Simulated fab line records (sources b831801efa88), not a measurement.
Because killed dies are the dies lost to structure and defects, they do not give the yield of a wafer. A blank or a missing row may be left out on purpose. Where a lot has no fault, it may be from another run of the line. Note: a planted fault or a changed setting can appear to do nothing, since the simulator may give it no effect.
fab line records | flow sky130
record: lots: 6 wafers: 18 lastDay: 50
route steps=708 shown CONTACT@410 PAD_OPEN@708
lots with no fault: from the same line, run without faults
startH: the number of hours between the record's first day and the start of the first shown wafer of the lot | waitH: hours from the lot's prior step to this one | " unchanged from the row above | L1.1+2: a single row standing in for several wafers | - no value, or no start given | * or withheld: withheld | < > ~ a bound
route shown NAME@n: NAME is a module with steps in the file, n the number in the route of the first one | usual: mean/standard deviation of fault-free wafers | same: alike in all rows | chamber/n: place in a boat | sites: readings site by site | _std_site: the standard deviation of these | _edge_site: the outer-site mean with the inner-site mean subtracted | radiusMm: how far each site lies from the wafer's centre | mask NAME#n: copy n | behind: the most recent tool/chamber to have shaped the wafer | hold: reason for holding the lot/hours on hold/outcome of the hold | device: transistor that didn't switch, given as n, p or np | end of line: the route-end tests of the same wafers | for a step that has no rows: nothing shown but its recipe | killed: at the first sort, the dies lost to defects and structure; wafer yield is something else | map: a wafer's dies, marking killed ones x, the rest . and places with no die _
set.NAME: setting as actually run; set.NAME@STEP: the setting as run at that earlier step | model.NAME: the simulator's own value behind a step, which no gauge read
lots at selected steps of the route; one table per step, one row per wafer
services: a tool's chamber out of use, with start hour (startH, from the record's first day; less than 0 if before it), hours out, and reason
== steps ==
step: SKY_CONTACT_CMP_04
recipe: material: SiO2 downForcePsi: 4 platenRpm: 60 padVelocityMS: 0.94248
usual: motorCurrentA: 12.2/1.4 slurryFlowMlMin: 150.0/0.48 timeToEndpointS: 82/4
columns lot.wafer tool chamber startH waitH motorCurrentA slurryFlowMlMin timeToEndpointS
L700.2 cmp-02 3 756.39 0.1 11.4 150.8 83
L700.1 " 0 " " 13.7 149.5 85
L700.6 " 2 " " 11.0 149.9 84
L703.2 cmp-01 3 780.46 0.0 14.1 150.7 77
L703.1 " 0 " " 12.7 150.3 85
L703.4 " 2 " " 12.8 149.7 81
L705.3 cmp-01 1 786.48 0.0 10.0 150.7 74
L705.2 " 2 " " 12.2 148.9 77
L705.6 " 2 " " 11.9 149.8 83
L709.4 cmp-01 3 820.35 0.1 14.6 149.8 83
L709.2 " 0 " " 12.4 150.2 84
L709.5 " 3 " " 14.5 149.9 85
L710.4 cmp-02 0 832.93 0.0 13.3 149.8 82
L710.2 " 3 " " 11.3 149.4 83
L710.5 " 1 " " 12.5 149.6 84
L717.1 cmp-01 0 881.27 0.1 11.9 149.7 79
L717.2 " 1 " " 9.6 149.9 81
L717.6 " 1 " " 9.6 150.7 78
step: SKY_CONTACT_BOW_MEAS_05
recipe: mode: bow
usual: CONTACT_BOW: 84/7.5
columns lot.wafer tool chamber startH waitH CONTACT_BOW[um]
L700.1 filmMetro-01 - 756.64 0.1 84
L700.2 " - " " 77
L700.6 " - " " 100
L703.1 filmMetro-01 - 780.76 0.2 88
L703.2 " - " " 88
L703.4 " - " " 85
L705.2 filmMetro-04 - 786.80 0.2 91
L705.3 " - " " 83
L705.6 " - " " 87
L709.2 filmMetro-01 - 820.62 0.2 86
L709.4 " - " " 79
L709.5 " - " " 86
L710.2 filmMetro-03 - 833.25 0.1 93
L710.4 " - " " 86
L710.5 " - " " 85
L717.1 filmMetro-03 - 881.57 0.2 87
L717.2 " - " " 84
L717.6 " - " " 93
step: SKY_CONTACT_DEHYDRATE_06
recipe: tempC: 200 timeS: 60
step: SKY_CONTACT_HMDS_07
recipe: primeTimeS: 60 primeTempC: 120
step: SKY_CONTACT_COAT_08
recipe: resist: BARC tempC: withheld timeS: withheld spinRpm: 3000 resistThkNm: 60
step: SKY_CONTACT_COAT_09
recipe: resist: KrF-thick spinRpm: 3000 resistThkNm: 450
step: SKY_CONTACT_SOFTBAKE_10
recipe: tempC: 100 timeS: 90 resist: KrF-thick
step: SKY_CONTACT_EXPOSE_11
recipe: maskId: CTM1 na: 0.8 sourceShape: annular sigmaInner: 0.55 sigmaOuter: 0.85 targetCdNm: 170 doseMj: 38
step: SKY_CONTACT_PEB_12
recipe: pebTempC: withheld pebTimeS: withheld resist: KrF-thick
step: SKY_CONTACT_DEVELOP_13
recipe: developTimeS: 60 resist: KrF-thick devTempC: 21
step: SKY_CONTACT_CD_MEAS_14
recipe: targetCdNm: 170
usual: cdNm: 169.4/1.9
columns lot.wafer tool chamber startH waitH cdNm
L700.1 cdSem-02 - 783.87 - 171.3
L700.2 " - " " 170.6
L700.6 " - " " 169.8
L703.1 cdSem-01 - 806.83 - 168.3
L703.2 " - " " 168.4
L703.4 " - " " 168.9
L705.2 cdSem-01 - 813.49 - 168.5
L705.3 " - " " 168.1
L705.6 " - " " 168.4
L709.2 cdSem-01 - 845.89 - 169.4
L709.4 " - " " 168.5
L709.5 " - " " 169.5
L710.2 cdSem-01 - 859.07 - 171.0
L710.4 " - " " 170.9
L710.5 " - " " 169.2
L717.1 cdSem-02 - 906.55 - 172.5
L717.2 " - " " 173.2
L717.6 " - " " 172.7
step: SKY_CONTACT_OVL_MEAS_15
usual: CONTACT_OVL: 1/5.1
columns lot.wafer tool chamber startH waitH CONTACT_OVL[nm]
L700.1 overlay-01 - 783.99 0.1 -4
L700.2 " - " " -6
L700.6 " - " " -3
L703.1 overlay-02 - 806.95 0.1 5
L703.2 " - " " 2
L703.4 " - " " -1
L705.2 overlay-01 - 813.60 0.1 1
L705.3 " - " " 2
L705.6 " - " " 1
L709.2 overlay-02 - 846.00 0.1 -1
L709.4 " - " " 10
L709.5 " - " " 7
L710.2 overlay-02 - 859.17 0.1 -5
L710.4 " - " " 3
L710.5 " - " " 0
L717.1 overlay-01 - 906.67 0.1 -7
L717.2 " - " " -8
L717.6 " - " " -2
step: SKY_CONTACT_ETCH_16
recipe: chemistry: N2/H2 target: BARC ionEnergyEv: 200 sourceW: 500 biasW: 100 pressureMtorr: 30 n2FlowSccm: 100 h2FlowSccm: 200 stopOn: SiO2 timeS: 45.9 targetDepthA: 600
usual: biasW: 100.00/0.3 chamberPressureMTorr: 29.999/0.028 drypumpMotorCurrentA: 5.6/0.37 oesProductAu: 0.855/0.0047 throttleValvePct: 13.225/0.0085 timeS: 45.9/0
columns lot.wafer tool chamber startH waitH biasW chamberPressureMTorr drypumpMotorCurrentA oesProductAu rfHoursCounterH throttleValvePct timeS model.KrF-thick_of_CONTACT_COAT_09.thkNm
L700.1 rieDiel-01 3 784.03 0.0 100.41 29.969 5.8 0.854 3 13.220 45.9 395.2
L700.2 " 2 " " 100.00 29.996 5.9 0.857 10 13.214 45.9 395
L700.6 " 2 " " 99.95 30.012 5.9 0.865 - 13.208 45.9 395.8
L703.1 rieDiel-04 2 806.98 0.0 - - - - - - - 437.2
L703.2 " 0 " " - - - - - - - 436.9
L703.4 " 3 " " - - - - - - - 436.3
L705.2 rieDiel-01 3 813.63 0.0 - - - - - - - 436.4
L705.3 " 0 " " - - - - - - - 437.5
L705.6 " 0 " " - - - - - - - 437.5
L709.2 rieDiel-01 1 846.03 0.0 100.01 29.963 5.4 0.855 15 13.220 45.9 393.2
L709.4 " 2 " " 99.80 29.991 6.0 0.850 13 13.226 45.9 392.7
L709.5 " 2 " " 99.97 30.035 6.0 0.858 - 13.232 45.9 391.4
L710.2 rieDiel-02 3 859.20 0.0 100.61 29.952 5.7 0.855 14 13.222 45.9 393.9
L710.4 " 1 " " 99.75 29.990 6.4 0.858 12 13.231 45.9 391.9
L710.5 " 2 " " 100.23 30.011 4.9 0.862 - 13.216 45.9 391.1
L717.1 rieDiel-04 1 906.70 0.0 99.68 29.949 5.1 0.862 25 13.233 45.9 392.7
L717.2 " 0 " " 100.07 29.956 5.2 0.856 4 13.227 45.9 393.2
L717.6 " 2 " " 100.18 29.973 5.4 0.860 - 13.220 45.9 393.9
step: SKY_CONTACT_ETCH_17
recipe: target: SiO2 chemistry: C4F8/O2/Ar stopOn: Si3N4 maskMaterial: KrF-thick sourceW: 1500 biasW: 1200 pressureMtorr: 40 c4f8FlowSccm: withheld O2_flow_sccm: 6 Ar_flow_sccm: 300 timeS: withheld targetDepthA: 3400
usual: biasW: 1200/3.7 chamberPressureMTorr: 40.00/0.038 oesProductAu: 0.893/0.0051
columns lot.wafer tool chamber startH waitH biasW chamberPressureMTorr oesProductAu
L700.1 rieDiel-01 3 784.07 0.0 1199 39.97 0.888
L700.2 " 2 " " 1194 40.02 0.890
L700.6 " 2 " " 1197 39.94 0.894
L703.1 rieDiel-04 2 807.03 0.0 1197 40.02 0.378
L703.2 " 0 " " 1200 40.04 0.371
L703.4 " 3 " " 1199 39.94 0.379
L705.2 rieDiel-01 3 813.67 0.0 1199 40.04 0.385
L705.3 " 0 " " 1201 39.98 0.375
L705.6 " 0 " " 1199 40.01 0.378
L709.2 rieDiel-01 1 846.07 0.0 1203 39.99 0.899
L709.4 " 2 " " 1192 40.03 0.904
L709.5 " 2 " " 1199 39.95 0.898
L710.2 rieDiel-02 3 859.25 0.0 1203 40.02 0.890
L710.4 " 1 " " 1199 39.94 0.903
L710.5 " 2 " " 1203 40.03 0.893
L717.1 rieDiel-04 1 906.75 0.0 1200 40.00 0.895
L717.2 " 0 " " 1199 39.99 0.895
L717.6 " 2 " " 1195 39.98 0.890
step: SKY_CONTACT_ETCH_18
recipe: target: Si3N4 chemistry: CHF3/O2 stopOn: TiN sourceW: 600 biasW: 200 pressureMtorr: 40 chf3FlowSccm: 50 O2_flow_sccm: 5 timeS: 39 targetDepthA: 750
usual: O2_flow_sccm: 4.999/0.015 biasW: 200.0/0.63 drypumpMotorCurrentA: 5.6/0.37 oesProductAu: 0.855/0.0076 throttleValvePct: 8.793/0.0083
same: timeS: 39
columns lot.wafer tool chamber startH waitH O2_flow_sccm biasW drypumpMotorCurrentA oesProductAu rfHoursCounterH throttleValvePct model.KrF-thick_of_CONTACT_COAT_09.thkNm
L700.1 rieDiel-01 3 - - 5.003 200.4 5.8 0.853 3 8.804 246.7
L700.2 " 2 " " 5.003 200.3 5.9 0.849 10 8.801 244.3
L700.6 " 2 " " 4.998 200.2 5.9 0.860 - 8.806 244.9
L703.1 rieDiel-04 2 - - 4.989 200.4 5.4 0.365 13 8.666 288.4
L703.2 " 0 " " 5.020 200.3 5.3 0.376 1 8.674 288.9
L703.4 " 3 " " 4.997 200.1 5.3 0.369 6 8.663 284
L705.2 rieDiel-01 3 - - 4.991 198.4 5.8 0.381 4 8.689 288.2
L705.3 " 0 " " 5.002 199.8 5.6 0.379 3 8.683 289.7
L705.6 " 0 " " 4.975 200.0 5.7 0.374 - 8.689 290.4
L709.2 rieDiel-01 1 - - 4.983 200.5 5.4 0.855 15 8.776 245.9
L709.4 " 2 " " 5.021 200.3 5.9 0.857 13 8.786 242.9
L709.5 " 2 " " 5.004 199.8 5.9 0.862 - 8.794 241.7
L710.2 rieDiel-02 3 - - 5.007 200.0 5.7 0.842 14 8.794 243.9
L710.4 " 1 " " 4.977 199.8 6.4 0.864 13 8.791 242.3
L710.5 " 2 " " 4.991 200.3 4.9 0.852 - 8.792 241.9
L717.1 rieDiel-04 1 - - 5.015 200.9 5.2 0.855 25 8.789 242.1
L717.2 " 0 " " 5.009 200.2 5.2 0.853 4 8.781 243.8
L717.6 " 2 " " 4.991 200.7 5.4 0.853 - 8.797 246.1
step: SKY_CONTACT_STRIP_19
recipe: chemistry: O2/N2 powerW: 1400 pressureMtorr: 1500 platenTempC: withheld o2FlowSccm: 3000 n2FlowSccm: 300 overashFraction: 0.5
usual: drypumpMotorCurrentA: 6.12/0.17 oesProductAu: 0.380/0.005 stripTimeToEndpointS: 3.619/0.028
columns lot.wafer tool chamber startH waitH drypumpMotorCurrentA oesProductAu rfHoursCounterH stripTimeToEndpointS
L700.1 plasmaAsher-02 1 784.16 - 6.16 0.378 63 3.658
L700.2 " 0 " " 5.96 0.375 63 3.629
L700.6 " 0 " " 5.95 0.377 - 3.638
L703.1 plasmaAsher-04 1 807.12 - 6.31 0.404 37 4.113
L703.2 " 0 " " 5.90 0.400 37 4.111
L703.4 " 0 " " 5.86 0.392 - 4.062
L705.2 plasmaAsher-02 1 813.76 - 6.12 0.395 66 4.083
L705.3 " 0 " " 5.98 0.397 - 4.096
L705.6 " 0 " " 5.95 0.404 - 4.116
L709.2 plasmaAsher-02 1 846.16 - 6.12 0.383 70 3.651
L709.4 " 0 " " 5.99 0.388 - 3.610
L709.5 " 1 " " 6.13 0.379 - 3.613
L710.2 plasmaAsher-03 0 859.34 - 6.45 0.385 99 3.624
L710.4 " 1 " " 6.09 0.371 - 3.603
L710.5 " 1 " " 6.08 0.385 - 3.598
L717.1 plasmaAsher-03 1 906.84 - 6.08 0.386 104 3.606
L717.2 " 0 " " 6.45 0.379 104 3.630
L717.6 " 1 " " 6.07 0.387 - 3.666
step: SKY_CONTACT_STRIP_20
recipe: chemistry: postEtchResidueRemover timeS: 1200 tempC: 72.5
step: SKY_PAD_OPEN_PROBE_99
usual: killed_at_M0_to_M3: 45/7 killed_at_M4_up: 3.4/1.8 killedAtContacts: 24/5.4 killedAtFrontEnd: 16/4.8 killedAtOther: 0.4/0.62 killedDies: 89/10 killedOnRim: 17/3.5 killedOpen: 48/7.2 killedShort: 40/6.3
same: grossDies: 492 killedAtBackSide: 0
columns lot.wafer tool chamber startH waitH killed_at_M0_to_M3 killed_at_M4_up killedAtContacts killedAtFrontEnd killedAtOther killedDies killedOnRim killedOpen killedShort
L703.1 prober-01 - 1129.37 0.1 41 2 441 8 0 492 96 55 26
L703.2 prober-01 - 1129.42 0.1 49 6 413 23 1 492 96 63 44
L703.4 prober-01 - 1129.52 0.2 52 3 426 10 1 492 96 57 37
L705.2 prober-02 - 1133.40 0.1 37 0 437 18 0 492 96 43 35
L705.3 prober-02 - 1133.45 0.2 55 1 427 9 0 492 96 48 43
L705.6 prober-02 - 1133.60 0.2 54 4 419 15 0 492 96 47 51
L709.2 prober-01 - 1155.97 0.1 48 3 26 27 1 105 17 55 49
L709.4 prober-01 - 1156.07 0.2 46 3 31 15 0 95 18 56 39
L709.5 prober-01 - 1156.12 0.2 48 6 30 12 0 96 16 60 35
L710.2 prober-02 - 1167.42 0.1 37 3 20 12 1 73 15 39 34
L710.4 prober-02 - 1167.52 0.2 50 1 28 25 0 104 31 59 45
L710.5 prober-02 - 1167.57 0.2 48 4 22 16 1 91 15 52 37
killed by level:class
L703.1 CONTACT:areaEtch=411 CONTACT:geometricParticle:open=15 VIA1:geometricParticle:open=11 VIA3:geometricParticle:open=9 VIA2:geometricParticle:open=8 LI_CONTACT:geometricParticle:open=6 CONTACT:geometricParticle:short=4 METAL2:geometricParticle:short=4
L703.2 CONTACT:areaEtch=385 VIA1:geometricParticle:open=17 LI_CONTACT:geometricParticle:open=13 VIA1:geometricParticle:short=9 CONTACT:geometricParticle:open=9 FIELD_ISO:geometricParticle:short=8 FIELD_ISO:geometricParticle:open=7 VIA2:geometricParticle:open=5
L703.4 CONTACT:areaEtch=397 VIA1:geometricParticle:open=14 VIA3:geometricParticle:open=11 CONTACT:geometricParticle:open=10 LI_CONTACT:geometricParticle:open=9 VIA3:geometricParticle:short=7 METAL1:geometricParticle:short=5 LI_CONTACT:geometricParticle:short=4
L705.2 CONTACT:areaEtch=414 VIA2:geometricParticle:open=9 LI_CONTACT:geometricParticle:open=8 CONTACT:geometricParticle:open=6 VIA3:geometricParticle:open=6 CONTACT:geometricParticle:short=5 FIELD_ISO:geometricParticle:short=4 METAL1:geometricParticle:short=4
L705.3 CONTACT:areaEtch=401 VIA1:geometricParticle:open=12 VIA2:geometricParticle:open=11 VIA3:geometricParticle:open=9 CONTACT:geometricParticle:short=9 VIA1:geometricParticle:short=9 LI_CONTACT:geometricParticle:open=7 LOCAL_INTERCONNECT:geometricParticle:short=4
L705.6 CONTACT:areaEtch=394 VIA1:geometricParticle:open=14 LI_CONTACT:geometricParticle:open=7 METAL1:geometricParticle:short=7 VIA1:geometricParticle:short=7 VIA2:geometricParticle:open=6 CONTACT:geometricParticle:open=6 LOCAL_INTERCONNECT:geometricParticle:short=5
L709.2 LI_CONTACT:geometricParticle:open=10 VIA1:geometricParticle:open=10 VIA2:geometricParticle:open=9 FIELD_ISO:geometricParticle:open=8 FIELD_ISO:geometricParticle:short=8 METAL1:geometricParticle:short=8 CONTACT:geometricParticle:open=6 CONTACT:geometricParticle:short=5
L709.4 VIA1:geometricParticle:open=14 CONTACT:geometricParticle:open=12 VIA2:geometricParticle:open=9 LI_CONTACT:geometricParticle:open=8 POLY_GATE:geometricParticle:short=6 METAL1:geometricParticle:short=6 FIELD_ISO:geometricParticle:open=5 VIA3:geometricParticle:open=5
L709.5 VIA1:geometricParticle:open=15 CONTACT:geometricParticle:open=12 VIA3:geometricParticle:open=9 LI_CONTACT:geometricParticle:open=8 FIELD_ISO:geometricParticle:open=5 CONTACT:geometricParticle:short=5 VIA1:geometricParticle:short=4 METAL2:geometricParticle:short=4
L710.2 CONTACT:geometricParticle:open=7 VIA1:geometricParticle:open=6 VIA2:geometricParticle:open=6 LI_CONTACT:geometricParticle:open=5 METAL1:geometricParticle:short=5 POLY_GATE:geometricParticle:short=4 VIA2:geometricParticle:short=4 VIA3:geometricParticle:open=4
L710.4 VIA1:geometricParticle:open=11 CONTACT:geometricParticle:open=9 LI_CONTACT:geometricParticle:open=8 VIA2:geometricParticle:open=8 VIA3:geometricParticle:open=7 FIELD_ISO:geometricParticle:short=6 POLY_GATE:geometricParticle:open=6 METAL1:geometricParticle:short=6
L710.5 VIA1:geometricParticle:open=12 CONTACT:geometricParticle:open=9 METAL1:geometricParticle:short=7 METAL2:geometricParticle:short=7 VIA2:geometricParticle:open=7 LI_CONTACT:geometricParticle:open=6 FIELD_ISO:geometricParticle:open=5 CONTACT:geometricParticle:short=4
map L703.1 (x killed, . not)
__________xxxxxxxxxx_________
________xxxxxxxxxxxxxx_______
______xxxxxxxxxxxxxxxxxx_____
_____xxxxxxxxxxxxxxxxxxxx____
____xxxxxxxxxxxxxxxxxxxxxx___
___xxxxxxxxxxxxxxxxxxxxxxxx__
__xxxxxxxxxxxxxxxxxxxxxxxxxx_
_xxxxxxxxxxxxxxxxxxxxxxxxxxxx
_xxxxxxxxxxxxxxxxxxxxxxxxxxxx
_xxxxxxxxxxxxxxxxxxxxxxxxxxxx
_xxxxxxxxxxxxxxxxxxxxxxxxxxxx
_xxxxxxxxxxxxxxxxxxxxxxxxxxxx
_xxxxxxxxxxxxxxxxxxxxxxxxxxxx
_xxxxxxxxxxxxxxxxxxxxxxxxxxxx
_xxxxxxxxxxxxxxxxxxxxxxxxxxxx
__xxxxxxxxxxxxxxxxxxxxxxxxxx_
___xxxxxxxxxxxxxxxxxxxxxxxx__
____xxxxxxxxxxxxxxxxxxxxxx___
_____xxxxxxxxxxxxxxxxxxxx____
______xxxxxxxxxxxxxxxxxx_____
________xxxxxxxxxxxxxx_______
__________xxxxxxxxxx_________
map L705.2 (x killed, . not)
__________xxxxxxxxxx_________
________xxxxxxxxxxxxxx_______
______xxxxxxxxxxxxxxxxxx_____
_____xxxxxxxxxxxxxxxxxxxx____
____xxxxxxxxxxxxxxxxxxxxxx___
___xxxxxxxxxxxxxxxxxxxxxxxx__
__xxxxxxxxxxxxxxxxxxxxxxxxxx_
_xxxxxxxxxxxxxxxxxxxxxxxxxxxx
_xxxxxxxxxxxxxxxxxxxxxxxxxxxx
_xxxxxxxxxxxxxxxxxxxxxxxxxxxx
_xxxxxxxxxxxxxxxxxxxxxxxxxxxx
_xxxxxxxxxxxxxxxxxxxxxxxxxxxx
_xxxxxxxxxxxxxxxxxxxxxxxxxxxx
_xxxxxxxxxxxxxxxxxxxxxxxxxxxx
_xxxxxxxxxxxxxxxxxxxxxxxxxxxx
__xxxxxxxxxxxxxxxxxxxxxxxxxx_
___xxxxxxxxxxxxxxxxxxxxxxxx__
____xxxxxxxxxxxxxxxxxxxxxx___
_____xxxxxxxxxxxxxxxxxxxx____
______xxxxxxxxxxxxxxxxxx_____
________xxxxxxxxxxxxxx_______
__________xxxxxxxxxx_________
== services ==
columns tool chamber startH hours kind
cmp-01 - 744.07 4.0 pm
cmp-01 - 748.07 - consumableReplace:conditioner
rieDiel-02 2 759.69 8.5 repair
rieDiel-04 0 760.09 - clean
rieDiel-04 0 760.09 29.7 scheduledDown
rieDiel-04 0 760.09 29.7 ventCycle
cmp-02 - 771.08 0.4 repair
rieDiel-04 1 774.78 1.4 repair
rieDiel-01 1 783.22 52.3 repair
rieDiel-02 - 785.65 0.3 repair
rieDiel-01 - 788.40 1.1 repair
plasmaAsher-03 - 788.57 1.2 repair
rieDiel-02 3 803.67 1.5 repair
plasmaAsher-03 - 805.26 26.3 pm
rieDiel-02 1 811.93 5.0 repair
rieDiel-01 3 822.50 3.9 repair
cmp-01 - 822.74 0.8 repair
cmp-02 - 839.59 19.0 pm
rieDiel-04 3 842.89 2.9 repair
rieDiel-01 3 874.57 11.6 repair
rieDiel-01 1 886.94 7.8 repair
rieDiel-02 - 887.63 0.6 repair
cmp-02 - 894.61 0.9 repair
cmp-01 - 906.57 0.6 repair
== key ==
firstSign: step: SKY_CONTACT_ETCH_16 reading: toolRecord direction: missing
effect: step: SKY_CONTACT_ETCH_17 reading: oesProductAu direction: down sigmas: 99+ usual: 0.893 struck: 0.378
effect: step: SKY_CONTACT_ETCH_18 reading: oesProductAu direction: down sigmas: 64 usual: 0.855 struck: 0.374
effect: step: SKY_CONTACT_STRIP_19 reading: stripTimeToEndpointS direction: up sigmas: 17 usual: * struck: *
effect: step: SKY_PAD_OPEN_PROBE_99 reading: killedAtContacts direction: up sigmas: 75 usual: 24 struck: 427
modelEffect: step: SKY_CONTACT_ETCH_16 value: KrF-thick_of_CONTACT_COAT_09.thkNm without: 393.8 struck: 437
modelEffect: step: SKY_CONTACT_ETCH_18 value: KrF-thick_of_CONTACT_COAT_09.thkNm without: 245.2 struck: 288.3
moreKillsBornAt: SKY_CONTACT_ETCH_16@rieDiel-01: 1209 SKY_CONTACT_ETCH_16@rieDiel-04: 1193
metAt SKY_CONTACT_ETCH_16
struckWafers L703.1,L703.2,L703.4,L705.2,L705.3,L705.6
laterRowsLeftOut L703.1,L703.2,L703.4,L705.2,L705.3,L705.6
testerLeftOut L703,L705
onsetBetween 784.03 806.98
fault: kind: skippedStepWhole tool: rieDiel-01,rieDiel-04 chamber: - onsetH: 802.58 steps: SKY_CONTACT_ETCH_16 scope: struckLotsOnly
testerLeftOut: of these lots the tester's yield and bins aren't shown, on N5 and GAA mostly nor the transistor test; their killed dies are dies lost to structure and defects alone, not to doping, threshold or leakage, so they don't give the yield
laterRowsLeftOut: the simulator's readings of these wafers behind a module that went badly wrong aren't trusted and aren't shown, but for the sort
